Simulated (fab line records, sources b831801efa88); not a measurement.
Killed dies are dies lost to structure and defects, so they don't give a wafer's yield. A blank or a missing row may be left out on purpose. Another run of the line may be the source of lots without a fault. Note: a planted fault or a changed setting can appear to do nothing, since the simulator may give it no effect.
A struck lot beside a sound one :: flow sky130 :: 14 out of 708 route steps
Sound: these wafers, L598.4, L598.5, L598.6. The struck wafers were L601.2, L601.3, L601.6. The cause is named last.
Each step with rows lists, per side, the tool, then ch with its chambers, then its first start. Under that, the readings that differ: sound wafers :: struck wafers :: difference of the means :: sigmas: that difference in standard deviations of wafers without a fault.
alike: a reading whose means differ by less than 2 such deviations, as well as words and numbers matching on both sides. not compared: withheld readings; readings where some wafer has no value; bounds like >300 that might hide an equal value; numbers whose values overlap and for which the record gives no deviation.
Wherever a step has rows on one side only, a row that says differs or no value, or a row with sigmas, the two part there. When numbers do not overlap yet have no deviation, they are printed without sigmas and do not part them. A reading that every wafer of one side lacks parts them only if that side has two wafers or more.

first, 2 steps without rows for these wafers: SKY_POLY_CUT_PEB_06; SKY_POLY_CUT_DEVELOP_07 (develop time 60 s).
SKY_POLY_CUT_CD_MEAS_08: target cd 270 nm.
  sound: cd sem-01 at day 28 11:05; struck: cd sem-02 at day 29 12:48
  alike: cd nm
SKY_POLY_CUT_OVL_MEAS_09:
  sound: overlay-02 at day 28 11:10; struck: overlay-01 at day 29 12:54
  alike: POLY_CUT_OVL
SKY_POLY_CUT_ETCH_10: etches BARC in N2/H2, stops on SiO2, time 45.9 s, target depth 60 nm.
  sound on rie diel-01 ch 1,2, day 28 11:11; struck on rie diel-02 ch 1,2,3, day 29 12:56
  alike: drypump motor current A, oes product au, throttle valve pct
  not compared: rf hours counter h
SKY_POLY_CUT_ETCH_11: etches Si3N4 in CF4/CH2F2/Ar, stops on poly-Si, time 42.5 s, target depth 60 nm.
  sound on rie diel-01 ch 1,2, day 28 11:14; struck on rie diel-02 ch 1,2,3, day 29 12:59
  alike: drypump motor current A, oes product au, throttle valve pct
  not compared: rf hours counter h
SKY_POLY_CUT_STRIP_12: strips in O2/N2.
  sound on plasma asher-04 ch 0,1, day 28 11:18; struck on plasma asher-01 ch 0,1, day 29 13:01
  alike: drypump motor current A, o2 flow sccm, oes product au, strip time to endpoint s
  not compared: rf hours counter h
then, 5 steps without rows for these wafers: SKY_SD_P_DEHYDRATE_00 (time 60 s); SKY_SD_P_HMDS_01 (prime time 60 s); SKY_SD_P_COAT_02 (resist thk 1140 nm); SKY_SD_P_SOFTBAKE_03 (time 60 s); SKY_SD_P_EXPOSE_04 (exposes mask PSDM, target cd 380 nm).
SKY_SD_P_PEB_05:
  sound on litho track-04 ch 0, day 29 14:19; struck on litho track-01, day 30 15:52
reading: exhaust pa (Pa)
sound: 44.8 44.0 45.4
struck: - - -
difference: no value on the struck wafers
sigmas: 
  not compared: chill plate temp C, time s
then, 1 step without rows for these wafers: SKY_SD_P_DEVELOP_06 (develop time 60 s).

WHERE THEY PART
Only at SKY_SD_P_PEB_05, within this record.

WHY: whatever the simulator had introduced
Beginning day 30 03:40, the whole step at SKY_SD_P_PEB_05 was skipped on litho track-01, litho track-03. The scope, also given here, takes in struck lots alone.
